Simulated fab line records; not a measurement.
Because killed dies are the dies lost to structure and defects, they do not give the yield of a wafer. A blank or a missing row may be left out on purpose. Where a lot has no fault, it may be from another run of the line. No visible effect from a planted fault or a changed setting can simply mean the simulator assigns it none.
fab line records    flow sky130
[record] lots = 5  wafers = 15  last_day = 50
route steps=708 shown GATE_OXIDE@192 POLY_GATE@204 RES_PROTECT@206 PAD_OPEN@708
lots with no fault: from the same line, run without faults
start_h: start of the lot's first displayed wafer, in hours after the record's first day    wait_h: time in hours since the lot's previous step    " the same as in the row above    L1.1+2: several wafers, shown together as one row    - value missing, or start not given    * or withheld: withheld    < > ~ a bound
route shown NAME@n: names a module that has steps shown in the file, with the first one's number in the route    usual: mean and standard deviation over wafers with no fault    same: alike in all rows    chamber/n: place in a boat    sites: per-site readings    _std_site: standard deviation across them    _edge_site: inner sites' mean taken away from outer sites' mean    radius_mm: for every site, how far away it sits from the centre of the wafer    mask NAME#n: copy n    behind: the most recent tool/chamber to have shaped the wafer    hold: cause of the lot's hold/its duration in hours/its outcome    device: the transistor (n, p or np) that didn't switch    end of line: tests of these same wafers at the route's end    step lacking rows: just its recipe    killed: not the wafer's yield, but the dies lost to structure and defects at the first sort    map: a wafer's dies, marking killed ones x, the rest . and places with no die _
set.NAME: setting as actually run; set.NAME@STEP: the setting as run at that earlier step    model.NAME: the simulator's own value behind a step, which no gauge read
lots at selected steps of the route; one table per step, one row per wafer
services: from which hour (start_h, from the record's first day; less than 0 if before it) a tool's chamber was out of use, for how many hours, and why
[[steps]]
[step SKY_GATE_OXIDE_COAT_05]
[recipe] resist = NOVOLAK  spin_rpm = 3000  resist_thk_nm = 1140
[step SKY_GATE_OXIDE_SOFTBAKE_06]
[recipe] temp_c = 90  time_s = 60  resist = NOVOLAK
[step SKY_GATE_OXIDE_EXPOSE_07]
[recipe] mask_id = LVOM  na = 0.6  source_shape = conventional  sigma_outer = 0.6  polarization = unpolarized  target_cd_nm = 600  dose_mj = 170
[step SKY_GATE_OXIDE_PEB_08]
[recipe] temp_c = withheld  time_s = *  resist = NOVOLAK
[step SKY_GATE_OXIDE_DEVELOP_09]
[recipe] resist = NOVOLAK  developer = TMAH  develop_time_s = 60  dev_temp_c = 23
[step SKY_GATE_OXIDE_IMPLANT_11]
[recipe] species = B  energy_kev = 10  dose_cm2 = 2.6e+12  tilt_deg = withheld
[step SKY_GATE_OXIDE_WET_ETCH_12]
[recipe] chemistry = dHF  target_depth_nm = 16.8  dry = n2_spin  target = SiO2  dilution = 100:1  temp_c = 25  time_s = 336
[step SKY_GATE_OXIDE_STRIP_13]
[recipe] chemistry = O2/N2  power_w = 1400  pressure_mtorr = 1500  platen_temp_c = withheld  o2_flow_sccm = 3000  n2_flow_sccm = 300  overash_fraction = 0.5
[step SKY_GATE_OXIDE_CLEAN_15]
[recipe] chemistry = SC1/SC2  mix = 1:4:20  temp_c = 70  time_s = 150  dry = n2_spin
[step SKY_GATE_OXIDE_OXIDATION_16]
[recipe] temp_c = 800  ambient = O2  idle_temp_c = 700  ramp_up_c_per_min = 10  ramp_down_c_per_min = 3  stabilise_s = 600  purge_s = 300  target_thk_a = 35.7  ox_time_s = 1915
[step SKY_POLY_GATE_CVD_00]
[recipe] material = poly-Si  target_thk_nm = 180  temp_c = 620  time_s = 720  pressure_mtorr = 200
[usual] pressure_mtorr = 199.9/0.36  zone_power_centre_pct = 9.13/0.27  zone_power_lower_pct = 8.97/0.18
lot.wafer  tool      chamber  start_h  wait_h  pressure_mtorr  zone_power_centre_pct  zone_power_lower_pct  model.poly-Si_of_POLY_GATE_CVD_00.thk_nm
L653.1     lpcvd-01  1        417.51   0.0     200.6           8.98                   8.94                  178.3
L653.2     "         1        "        "       200.1           8.91                   8.80                  178.7
L653.3     "         1        "        "       200.2           8.75                   8.78                  180.2
L654.1     lpcvd-01  1        423.15   0.0     100.2           8.75                   8.84                  127
L654.3     "         1        "        "       100.2           8.78                   8.81                  127
L654.5     "         1        "        "       99.9            8.88                   8.81                  127.2
L655.1     lpcvd-01  0        433.06   0.0     99.6            9.56                   9.04                  127.4
L655.2     "         0        "        "       100.1           9.55                   9.06                  127.2
L655.5     "         0        "        "       99.9            9.33                   8.93                  125.6
L656.1     lpcvd-01  0        449.56   0.0     100.3           9.42                   9.23                  127.8
L656.4     "         0        "        "       100.4           9.38                   9.05                  128
L656.6     "         0        "        "       100.4           9.28                   9.33                  127.9
L664.3     lpcvd-01  1        508.68   0.0     199.4           8.80                   8.84                  181.7
L664.5     "         1        "        "       199.6           8.82                   8.84                  181.1
L664.6     "         1        "        "       199.7           8.97                   8.77                  180.2
[step SKY_POLY_GATE_THK_MEAS_01]
[recipe] reads = poly-Si_of_POLY_GATE_CVD_00
[usual] POLY_GATE_CVD_00_THK = 179.7/1.7
lot.wafer  tool           chamber  start_h  wait_h  POLY_GATE_CVD_00_THK[nm]
L653.1     film_metro-02  -        418.71   0.0     178.3
L653.2     "              -        "        "       178.7
L653.3     "              -        "        "       180.2
L654.1     film_metro-01  -        424.35   0.0     127.1
L654.3     "              -        "        "       126.9
L654.5     "              -        "        "       127.1
L655.1     film_metro-02  -        434.26   0.0     127.3
L655.2     "              -        "        "       127.1
L655.5     "              -        "        "       125.7
L656.1     film_metro-03  -        450.76   0.0     127.8
L656.4     "              -        "        "       127.9
L656.6     "              -        "        "       127.9
L664.3     film_metro-02  -        509.90   0.0     181.7
L664.5     "              -        "        "       181.1
L664.6     "              -        "        "       180.1
[step SKY_RES_PROTECT_DEHYDRATE_00]
[recipe] temp_c = 200  time_s = 60
[step SKY_RES_PROTECT_HMDS_01]
[recipe] prime_time_s = 60  prime_temp_c = 120
[step SKY_RES_PROTECT_COAT_02]
[recipe] resist = NOVOLAK  spin_rpm = 3000  resist_thk_nm = 1140
[step SKY_RES_PROTECT_SOFTBAKE_03]
[recipe] temp_c = 90  time_s = 60  resist = NOVOLAK
[step SKY_RES_PROTECT_EXPOSE_04]
[recipe] mask_id = RPM  na = 0.6  source_shape = conventional  sigma_outer = 0.6  polarization = unpolarized  target_cd_nm = 1270  dose_mj = 131
[step SKY_RES_PROTECT_PEB_05]
[recipe] temp_c = withheld  time_s = *  resist = NOVOLAK
[step SKY_RES_PROTECT_DEVELOP_06]
[recipe] resist = NOVOLAK  developer = TMAH  develop_time_s = 60  dev_temp_c = 23
[step SKY_POLY_GATE_IMPLANT_02]
[recipe] species = P  energy_kev = 30  dose_cm2 = 7.7e+15  tilt_deg = 0
[step SKY_RES_PROTECT_STRIP_07]
[recipe] chemistry = O2/N2  power_w = 1400  pressure_mtorr = 1500  platen_temp_c = withheld  o2_flow_sccm = 3000  n2_flow_sccm = 300  overash_fraction = 0.5
[step SKY_RES_PROTECT_CLEAN_09]
[recipe] chemistry = SC1/SC2  mix = 1:4:20  temp_c = 70  time_s = 150  dry = n2_spin
lot.wafer  tool          chamber  start_h  wait_h  model.poly-Si_of_POLY_GATE_CVD_00.thk_nm
L653.1     wet_bench-03  1        448.76   0.1     177.7
L653.2     "             1        "        "       178
L653.3     "             1        "        "       179.5
L654.1     wet_bench-03  1        456.10   0.1     126.4
L654.3     "             1        "        "       126.3
L654.5     "             1        "        "       126.6
L655.1     wet_bench-04  2        465.66   0.1     126.8
L655.2     "             2        "        "       126.6
L655.5     "             2        "        "       124.9
L656.1+6   wet_bench-04  3        481.15   0.1     127.2
L656.4     "             3        "        "       127.4
L664.3     wet_bench-03  2        540.68   0.0     181.1
L664.5     "             2        "        "       180.5
L664.6     "             2        "        "       179.6
[step SKY_POLY_GATE_CVD_03]
[recipe] material = Si3N4  precursor = DCS/NH3  target_thk_nm = 75  temp_c = 770  time_s = 1290  pressure_mtorr = 250
[step SKY_POLY_GATE_DEHYDRATE_05]
[recipe] temp_c = 200  time_s = 60
[step SKY_POLY_GATE_HMDS_06]
[recipe] prime_time_s = 60  prime_temp_c = 120
[step SKY_POLY_GATE_COAT_07]
[recipe] resist = BARC  temp_c = withheld  time_s = withheld  spin_rpm = 3000  resist_thk_nm = 110
[step SKY_POLY_GATE_COAT_08]
[recipe] resist = KrF-thick  spin_rpm = 3000  resist_thk_nm = 450
[step SKY_POLY_GATE_SOFTBAKE_09]
[recipe] temp_c = 100  time_s = 90  resist = KrF-thick
[step SKY_POLY_GATE_EXPOSE_10]
[recipe] mask_id = P1M  na = 0.68  source_shape = conventional  sigma_outer = 0.6  target_cd_nm = 150  dose_mj = 28
[step SKY_POLY_GATE_PEB_11]
[recipe] peb_temp_c = withheld  peb_time_s = withheld  resist = KrF-thick
[step SKY_POLY_GATE_DEVELOP_12]
[recipe] develop_time_s = 60  resist = KrF-thick  dev_temp_c = 21
[step SKY_POLY_GATE_ETCH_15]
[recipe] chemistry = N2/H2  target = BARC  ion_energy_ev = 200  source_w = 500  bias_w = 100  pressure_mtorr = 30  n2_flow_sccm = 100  h2_flow_sccm = 200  stop_on = SiO2  time_s = 118.5  target_depth_a = 1100
[step SKY_POLY_GATE_ETCH_16]
[recipe] stop_on = poly-Si  chemistry = CH3F/O2  target = Si3N4  source_w = 400  bias_w = 80  pressure_mtorr = 25  ch3f_flow_sccm = 40  O2_flow_sccm = 30  time_s = 147.5  target_depth_a = 750
[step SKY_POLY_GATE_ETCH_17]
[recipe] target_depth_nm = 180  stop_on = SiO2  over_etch_frac = 0.56667  chemistry = HBr/Cl2  target = poly-Si  icp_w = 400  bias_w = 100  pressure_mtorr = 10  HBr_flow_sccm = 150  Cl2_flow_sccm = 50  time_s = 70.5
[usual] drypump_motor_current_A = 5.8/0.37  oes_product_au = 0.984/0.0084  throttle_valve_pct = 33.683/0.0091
lot.wafer  tool       chamber  start_h  wait_h  drypump_motor_current_A  oes_product_au  rf_hours_counter_h  throttle_valve_pct  model.etch.depth_nm  model.POLY_GATE.feature_depth_nm
L653.1     rie_si-01  2        480.87   0.0     5.7                      0.987           6                   33.679              177.7                177.7
L653.2     "          3        "        "       5.6                      0.977           3                   33.703              178                  178
L653.3     "          1        "        "       6.1                      0.989           2                   33.688              179.5                179.5
L654.1     rie_si-01  3        488.58   0.0     5.6                      0.778           3                   33.699              126.4                126.4
L654.3     "          1        "        "       6.1                      0.783           2                   33.667              126.3                126.3
L654.5     "          3        "        "       5.6                      0.782           -                   33.678              126.6                126.6
L655.1     rie_si-02  2        497.47   0.0     5.1                      0.777           3                   33.688              126.8                126.8
L655.2     "          3        "        "       5.7                      0.779           1                   33.675              126.6                126.6
L655.5     "          3        "        "       5.7                      0.782           -                   33.677              124.9                124.9
L656.1     rie_si-01  1        513.13   0.0     6.2                      0.784           2                   33.682              127.2                127.2
L656.4     "          3        "        "       5.6                      0.783           3                   33.686              127.4                127.4
L656.6     "          0        "        "       6.1                      0.785           -                   33.680              127.2                127.2
L664.3     rie_si-02  1        572.27   0.0     5.6                      0.978           22                  33.686              175.8                175.8
L664.5     "          3        "        "       5.7                      0.990           -                   33.683              177.8                177.8
L664.6     "          0        "        "       6.4                      0.986           -                   33.667              177.3                177.3
[step SKY_POLY_GATE_STRIP_18]
[recipe] chemistry = O2/N2  power_w = 1400  pressure_mtorr = 1500  platen_temp_c = withheld  o2_flow_sccm = 3000  n2_flow_sccm = 300  overash_fraction = 0.5
[step SKY_PAD_OPEN_PROBE_99]
[usual] killed_at_M0_to_M3 = 45/7.5  killed_at_M4_up = 3.2/1.8  killed_at_contacts = 24/4.9  killed_at_front_end = 15/4.4  killed_dies = 87/9.8  killed_open = 47/6.4  killed_short = 40/6.5
[same] gross_dies = 492  killed_at_back_side = 0  killed_at_other = 0
lot.wafer  tool       chamber  start_h  wait_h  killed_at_M0_to_M3  killed_at_M4_up  killed_at_contacts  killed_at_front_end  killed_dies  killed_open  killed_short  model.etest.res_xhigh_po.line_ohm_um  model.etest.res_high_po.line_ohm_um  model.etest.res_poly.line_ohm_um  model.etest.res_xhigh_po.rs_ohm_sq  model.etest.tip_sonos.rs_ohm_sq  model.etest.res_high_po.rs_ohm_sq  model.etest.licon_high_po.rc_ohm  model.etest.res_poly.rs_ohm_sq
L653.1     prober-01  -        1150.66  0.1     33                  2                27                  12                   74           43           29            6085                                  774.1                                523.5                             2109                                2723                             270.5                              344.8                             49.59
L653.2     prober-01  -        1150.71  0.1     38                  4                37                  11                   90           54           34            5979                                  786                                  531.2                             2108                                2792                             271.5                              358.7                             49.55
L653.3     prober-01  -        1150.76  0.2     35                  6                22                  17                   80           40           39            5692                                  733.2                                490.7                             2046                                2807                             262.2                              324.6                             48.14
L654.1     prober-02  -        1153.64  0.1     57                  7                14                  15                   93           48           45            5355                                  957                                  680.7                             1870                                2541                             333.9                              300.2                             65.12
L654.3     prober-02  -        1153.74  0.2     61                  3                17                  23                   104          52           52            5137                                  955.4                                687.9                             1816                                2484                             328.7                              302.2                             64.44
L654.5     prober-02  -        1153.84  0.2     56                  2                21                  13                   92           58           34            5124                                  944.4                                679.5                             1818                                2575                             333.9                              318.1                             64.52
L655.1     prober-01  -        1162.51  0.1     57                  5                19                  22                   103          62           41            5273                                  978.9                                703.6                             1819                                2543                             331.3                              307.2                             64.56
L655.2     prober-01  -        1162.56  0.1     47                  7                21                  15                   90           47           42            5185                                  941.4                                692                               1799                                2520                             330.1                              322                               63.62
L655.5     prober-01  -        1162.71  0.2     50                  3                32                  17                   102          51           51            5178                                  965.7                                694.8                             1816                                2612                             335.7                              322.2                             65.35
L656.1     prober-02  -        1171.56  0.1     45                  2                20                  20                   87           54           32            5048                                  942.2                                692.4                             1748                                2517                             325.5                              311.4                             63.23
L656.4     prober-02  -        1171.71  0.2     37                  2                18                  17                   74           42           32            5070                                  916.5                                674.6                             1781                                2482                             326                                309.9                             63.58
L656.6     prober-02  -        1171.81  0.2     36                  1                32                  25                   94           45           49            4917                                  922.4                                679.7                             1738                                2487                             322.2                              305.4                             63.02
L664.3     prober-01  -        1203.06  0.2     38                  1                20                  10                   69           37           30            5624                                  740                                  486.6                             1995                                2728                             259.2                              361.3                             47.49
L664.5     prober-01  -        1203.16  0.2     45                  2                31                  17                   95           49           46            5522                                  723.1                                489.4                             1953                                2636                             257.5                              349.7                             47.16
L664.6     prober-01  -        1203.21  0.2     38                  1                31                  10                   80           46           34            5495                                  727.8                                473.4                             1958                                2698                             258.8                              346.5                             47.54
// killed by level:class
L653.1 LI_CONTACT:geometric_particle:open=9 VIA2:geometric_particle:open=8 CONTACT:geometric_particle:open=8 VIA1:geometric_particle:open=6 CONTACT:geometric_particle:short=4 METAL1:geometric_particle:short=4 VIA1:geometric_particle:short=4 VIA3:geometric_particle:open=4
L653.2 LI_CONTACT:geometric_particle:open=14 VIA1:geometric_particle:open=9 CONTACT:geometric_particle:short=7 VIA3:geometric_particle:open=7 CONTACT:geometric_particle:open=6 METAL2:geometric_particle:short=6 FIELD_ISO:geometric_particle:open=5 LOCAL_INTERCONNECT:geometric_particle:short=4
L653.3 VIA1:geometric_particle:open=9 LI_CONTACT:geometric_particle:open=8 VIA1:geometric_particle:short=6 VIA2:geometric_particle:open=6 METAL4:geometric_particle:short=6 POLY_GATE:geometric_particle:short=5 CONTACT:geometric_particle:open=5 FIELD_ISO:geometric_particle:open=4
L654.1 VIA1:geometric_particle:open=20 METAL1:geometric_particle:short=7 FIELD_ISO:geometric_particle:short=6 LI_CONTACT:geometric_particle:open=5 VIA2:geometric_particle:short=5 VIA3:geometric_particle:open=5 VIA1:geometric_particle:short=4 CONTACT:geometric_particle:open=4
L654.3 VIA1:geometric_particle:open=12 VIA3:geometric_particle:open=10 METAL1:geometric_particle:short=8 CONTACT:geometric_particle:open=8 SPACER:geometric_particle:short=7 VIA2:geometric_particle:open=7 VIA3:geometric_particle:short=5 VIA2:geometric_particle:short=5
L654.5 VIA1:geometric_particle:open=18 CONTACT:geometric_particle:open=9 LI_CONTACT:geometric_particle:open=8 VIA2:geometric_particle:short=7 METAL1:geometric_particle:short=6 VIA3:geometric_particle:open=5 POLY_GATE:geometric_particle:short=4 METAL2:geometric_particle:short=4
L655.1 VIA1:geometric_particle:open=16 FIELD_ISO:geometric_particle:open=7 FIELD_ISO:geometric_particle:short=7 VIA2:geometric_particle:open=7 LI_CONTACT:geometric_particle:open=6 CONTACT:geometric_particle:open=6 VIA1:geometric_particle:short=6 METAL1:geometric_particle:short=5
L655.2 VIA2:geometric_particle:open=8 CONTACT:geometric_particle:open=7 LI_CONTACT:geometric_particle:open=6 VIA1:geometric_particle:open=6 VIA3:geometric_particle:open=6 LI_CONTACT:geometric_particle:short=5 METAL2:geometric_particle:short=5 METAL1:geometric_particle:short=5
L655.5 CONTACT:geometric_particle:open=13 METAL1:geometric_particle:short=10 VIA1:geometric_particle:open=10 FIELD_ISO:geometric_particle:short=8 FIELD_ISO:geometric_particle:open=7 LOCAL_INTERCONNECT:geometric_particle:short=7 VIA3:geometric_particle:open=6 VIA1:geometric_particle:short=6
L656.1 VIA1:geometric_particle:open=12 CONTACT:geometric_particle:open=10 VIA2:geometric_particle:open=9 FIELD_ISO:geometric_particle:open=7 VIA2:geometric_particle:short=6 VIA3:geometric_particle:open=6 CONTACT:geometric_particle:short=4 VIA1:geometric_particle:short=4
L656.4 VIA1:geometric_particle:open=8 CONTACT:geometric_particle:open=6 LI_CONTACT:geometric_particle:open=5 METAL1:geometric_particle:short=5 VIA2:geometric_particle:open=5 VIA3:geometric_particle:open=5 FIELD_ISO:geometric_particle:short=4 METAL2:geometric_particle:short=4
L656.6 CONTACT:geometric_particle:open=14 FIELD_ISO:geometric_particle:short=11 VIA1:geometric_particle:open=8 LI_CONTACT:geometric_particle:open=6 METAL1:geometric_particle:short=6 LOCAL_INTERCONNECT:geometric_particle:short=5 CONTACT:geometric_particle:short=5 VIA2:geometric_particle:open=5
L664.3 VIA1:geometric_particle:open=13 CONTACT:geometric_particle:open=8 VIA2:geometric_particle:open=7 LOCAL_INTERCONNECT:geometric_particle:short=5 FIELD_ISO:geometric_particle:open=4 VIA2:geometric_particle:short=4 CONTACT:geometric_particle:short=4 VIA3:geometric_particle:short=4
L664.5 CONTACT:geometric_particle:open=12 VIA1:geometric_particle:open=11 FIELD_ISO:geometric_particle:open=7 VIA2:geometric_particle:open=6 LI_CONTACT:geometric_particle:short=5 LI_CONTACT:geometric_particle:open=5 LOCAL_INTERCONNECT:geometric_particle:short=5 VIA2:geometric_particle:short=5
L664.6 CONTACT:geometric_particle:open=13 VIA1:geometric_particle:open=9 METAL1:geometric_particle:short=8 VIA2:geometric_particle:open=8 LI_CONTACT:geometric_particle:open=7 LOCAL_INTERCONNECT:geometric_particle:short=4 LI_CONTACT:geometric_particle:short=3 METAL3:geometric_particle:short=3
[[services]]
tool          chamber  start_h  hours  kind
rie_si-01     3        396.55   8.2    repair
rie_si-01     1        413.72   21.1   repair
rie_si-01     2        419.83   6.8    repair
rie_si-02     -        475.28   14.6   pm
rie_si-01     -        489.88   4.3    pm
wet_bench-03  -        521.14   1.5    repair
wet_bench-03  -        527.02   1.6    repair
lpcvd-01      -        529.74   2.2    repair
rie_si-01     -        530.55   0.5    repair
rie_si-01     0        555.50   -      clean
rie_si-01     0        555.50   22.2   scheduled_down
rie_si-01     0        555.50   22.2   vent_cycle
wet_bench-04  -        568.31   3.0    repair
[[key]]
[first_sign] step = SKY_POLY_GATE_CVD_00  reading = pressure_mtorr  direction = down  sigmas = 99+  usual = 199.9  struck = 100.1
[effect] step = SKY_POLY_GATE_THK_MEAS_01  reading = POLY_GATE_CVD_00_THK  direction = down  sigmas = 32  usual = 179.7  struck = 127.2
[effect] step = SKY_POLY_GATE_ETCH_17  reading = oes_product_au  direction = down  sigmas = 24  usual = 0.984  struck = 0.781
[model_effect] step = SKY_POLY_GATE_CVD_00  value = poly-Si_of_POLY_GATE_CVD_00.thk_nm  without = 179.9  struck = 127.2
[model_effect] step = SKY_RES_PROTECT_CLEAN_09  value = poly-Si_of_POLY_GATE_CVD_00.thk_nm  without = 179.3  struck = 126.6
[model_effect] step = SKY_POLY_GATE_ETCH_17  value = etch.depth_nm  without = 178.7  struck = 126.6
[model_effect] step = SKY_PAD_OPEN_PROBE_99  value = etest.res_xhigh_po.line_ohm_um  without = 5627  struck = 5143
met_at SKY_POLY_GATE_CVD_00
struck_wafers L654.1,L654.3,L654.5,L655.1,L655.2,L655.5,L656.1,L656.4,L656.6
tester_left_out L654,L655,L656
onset_between 417.51 423.15
[fault] kind = process_parameter_drift  tool = lpcvd-01  chamber = -  onset_h = 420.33  steps = SKY_POLY_GATE_CVD_00  channel = pressure_mtorr  offset = -100  shape = step  end_h = 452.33  stated = 200
// tester_left_out: of these lots the tester's yield and bins aren't shown, on N5 and GAA mostly nor the transistor test; their killed dies are dies lost to structure and defects alone, not to doping, threshold or leakage, so they don't give the yield
